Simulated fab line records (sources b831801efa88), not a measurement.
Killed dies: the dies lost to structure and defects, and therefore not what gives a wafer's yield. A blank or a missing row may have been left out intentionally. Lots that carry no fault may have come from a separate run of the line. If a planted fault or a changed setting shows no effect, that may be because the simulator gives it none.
Which tool was responsible? | flow gf180mcu | Sampling: 12 lots, 36 wafers, 3 of 602 route steps

WHAT THE GAUGES READ, wafer by wafer
GF_V4_RS_MEAS_24: measurement is done with a four-point probe. Usual: V4_W_RS gives 0.328 ohm/sq (standard deviation 0.0036).
lot  | measured     | on            | V4_W_RS (ohm/sq)  | flag
L557 | day 24 04:02 | film_metro-03 | 0.328 0.327 0.332 |
L559 | day 24 20:08 | film_metro-03 | 0.328 0.332 0.327 |
L560 | day 25 06:02 | film_metro-04 | 0.323 0.335 0.333 |
L562 | day 26 00:01 | film_metro-03 | 0.326 0.331 0.329 |
L563 | day 26 09:03 | film_metro-03 | 0.331 0.333 0.333 |
L564 | day 26 13:35 | film_metro-04 | 0.327 0.328 0.328 |
L567 | day 27 23:20 | film_metro-03 | 0.331 0.325 0.322 |
L569 | day 28 14:40 | film_metro-04 | 0.329 0.336 0.326 |
L573 | day 29 15:28 | film_metro-04 | 0.333 0.328 0.330 |
L574 | day 29 21:55 | film_metro-03 | 0.325 0.336 0.328 |
L578 | day 31 03:27 | film_metro-02 | 0.322 0.329 0.322 |
L580 | day 31 11:48 | film_metro-03 | 0.328 0.330 0.330 |

TOOL THAT RAN EACH LOT (tool first, then ch and the chambers of the sampled wafers, then the start)
lot  | GF_V4_ETCH_16                      | GF_V4_ETCH_17
L557 | rie_diel-04 ch 1,2,3, day 24 03:02 | rie_diel-04 ch 1,2,3, day 24 04:02 or earlier
L559 | rie_diel-02 ch 1,3, day 24 19:13   | rie_diel-02 ch 1,3, day 24 20:08 or earlier
L560 | rie_diel-02 ch 0,1, day 25 05:02   | rie_diel-02 ch 0,1, day 25 06:02 or earlier
L562 | rie_diel-02 ch 1,2, day 25 23:01   | rie_diel-02 ch 1,2, day 26 00:01 or earlier
L563 | rie_diel-01 ch 2,3, day 26 08:10   | rie_diel-01 ch 2,3, day 26 09:03 or earlier
L564 | rie_diel-04 ch 1,2,3, day 26 12:40 | rie_diel-04 ch 1,2,3, day 26 13:35 or earlier
L567 | rie_diel-04 ch 1,2,3, day 27 22:28 | rie_diel-04 ch 1,2,3, day 27 23:20 or earlier
L569 | rie_diel-04 ch 0,1,2, day 28 13:41 | rie_diel-04 ch 0,1,2, day 28 14:40 or earlier
L573 | rie_diel-04 ch 0,1,3, day 29 14:31 | rie_diel-04 ch 0,1,3, day 29 15:28 or earlier
L574 | rie_diel-04 ch 0,1, day 29 21:01   | rie_diel-04 ch 0,1, day 29 21:55 or earlier
L578 | rie_diel-02 ch 0,1,3, day 31 02:33 | rie_diel-02 ch 0,1,3, day 31 03:27 or earlier
L580 | rie_diel-01 ch 0,2,3, day 31 10:55 | rie_diel-01 ch 0,2,3, day 31 11:48 or earlier
- GF_V4_ETCH_16: etches BARC in N2/H2.
- GF_V4_ETCH_17: etches SiO2 in C4F8/O2/Ar, stops on TiN, target depth 630 nm.

AS READ BY THE TOOLS THEMSELVES (means over the sampled wafers that have a number; for cases with no such wafer, the mark the record gives instead)
GF_V4_ETCH_16. Usual: drypump_motor_current_A 5.7 A, standard deviation 0.6; oes_product_au 0.855 a.u., standard deviation 0.0046; rf_fwd_power_W 494.9 W, standard deviation 1.8; throttle_valve_pct 13.225 %, standard deviation 0.0088.
lot  | tool        | drypump_motor_current_A (A) | oes_product_au (a.u.) | rf_fwd_power_W (W) | throttle_valve_pct (%) | flag
L557 | rie_diel-04 | 5.6                         | 0.853                 | 492.0              | 13.226                 |
L559 | rie_diel-02 | 5.0                         | 0.852                 | 495.4              | 13.229                 |
L560 | rie_diel-02 | 5.4                         | 0.853                 | 495.6              | 13.216                 |
L562 | rie_diel-02 | 5.6                         | 0.853                 | 497.0              | 13.228                 |
L563 | rie_diel-01 | 6.0                         | 0.856                 | 495.5              | 13.223                 |
L564 | rie_diel-04 | 5.6                         | 0.853                 | 493.3              | 13.223                 |
L567 | rie_diel-04 | 5.6                         | 0.855                 | 493.3              | 13.225                 |
L569 | rie_diel-04 | 5.9                         | 0.853                 | 495.9              | 13.232                 |
L573 | rie_diel-04 | 5.6                         | 0.857                 | 495.7              | 13.225                 |
L574 | rie_diel-04 | 5.9                         | 0.855                 | 494.4              | 13.227                 |
L578 | rie_diel-02 | 5.5                         | 0.854                 | 494.2              | 13.220                 |
L580 | rie_diel-01 | 6.3                         | 0.857                 | 495.6              | 13.228                 |

GF_V4_ETCH_17. Usual: oes_product_au 0.856 a.u., standard deviation 0.0048; rf_fwd_power_W 1492 W, standard deviation 4.2.
lot  | tool        | oes_product_au (a.u.) | rf_fwd_power_W (W) | flag
L557 | rie_diel-04 | 0.860                 | 1493               |
L559 | rie_diel-02 | 0.858                 | 1491               |
L560 | rie_diel-02 | 0.860                 | 1496               |
L562 | rie_diel-02 | 0.857                 | 1488               |
L563 | rie_diel-01 | 0.853                 | 1492               |
L564 | rie_diel-04 | 0.853                 | 1489               |
L567 | rie_diel-04 | 0.858                 | 1492               |
L569 | rie_diel-04 | 0.852                 | 1495               |
L573 | rie_diel-04 | 0.858                 | 1494               |
L574 | rie_diel-04 | 0.850                 | 1493               |
L578 | rie_diel-02 | 0.855                 | 1493               |
L580 | rie_diel-01 | 0.857                 | 1494               |

THE ANSWER, worked out from the rows above alone
Rule: a lot is off if the mean of its wafers that have a number lies more than 3 standard deviations from the usual mean. Also off: a lot with no number at a reading for which 4 or more lots have one. Any other lot the step has rows for is counted as sound. After the gauges, taken in route order, come the tools' own readings; for these a lot's mean is taken, as printed above. The first step at which some lot is off is used, and at that step the reading that is off furthest; a lot without a number counts as furthest.
Across all readings shown, no lot is off: no conclusion can be drawn from this.

WHAT THE SIMULATOR HAD INSERTED
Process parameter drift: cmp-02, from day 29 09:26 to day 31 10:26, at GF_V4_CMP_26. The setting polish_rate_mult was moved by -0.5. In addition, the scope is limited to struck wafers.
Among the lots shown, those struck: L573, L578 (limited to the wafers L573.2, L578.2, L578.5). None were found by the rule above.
